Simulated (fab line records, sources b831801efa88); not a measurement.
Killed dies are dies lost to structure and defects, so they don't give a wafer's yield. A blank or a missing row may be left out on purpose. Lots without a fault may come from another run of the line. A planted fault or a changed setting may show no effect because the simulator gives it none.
Chamber matching | flow gf180mcu | GF_V5_CVD_02 on pecvd-02: 3 sister chambers
The step deposits SiO2 from TEOS, target thk 1450 nm, time 163.28 s. 3 wafers are shown with their chamber, then 7 later ones without.

WAFERS WITH THEIR CHAMBER
wafer  | chamber | heater_power_w (W)
L086.4 | 1       | 470
L089.6 | 0       | 584
L092.4 | 2       | 704

WAFERS WITHOUT THEIR CHAMBER
wafer  | heater_power_w (W)
L092.6 | 592
L093.3 | 627
L093.4 | 691
L093.6 | 462
L097.1 | 496
L097.3 | 640
L097.5 | 698

WHICH CHAMBER EACH WENT THROUGH
wafer  | from the rows above     | in truth
L092.6 | 0                       | 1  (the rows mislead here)
L093.3 | can't be placed: 0 or 2 | 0
L093.4 | 2                       | 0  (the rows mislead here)
L093.6 | 1                       | 1
L097.1 | 1                       | 1
L097.3 | can't be placed: 0 or 2 | 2
L097.5 | 2                       | 2
Placed correctly: 3 of 7. Can't be placed from these rows: 2 (the true chamber is among the candidates in 2). Placed wrongly: 2.
How it was worked out, from the rows above alone: a wafer's distance from a chamber is the root of the sum, over the readings, of the square of ((its reading less the chamber's mean) divided by the reading's scatter). The wafer belongs to the nearest chamber; if the next one is less than 2 further off, it can't be placed. A chamber's mean is the mean of its shown wafers. The scatter: with one shown wafer a chamber, the root of the mean of the squares of how far each hidden wafer lies from its nearest shown one.
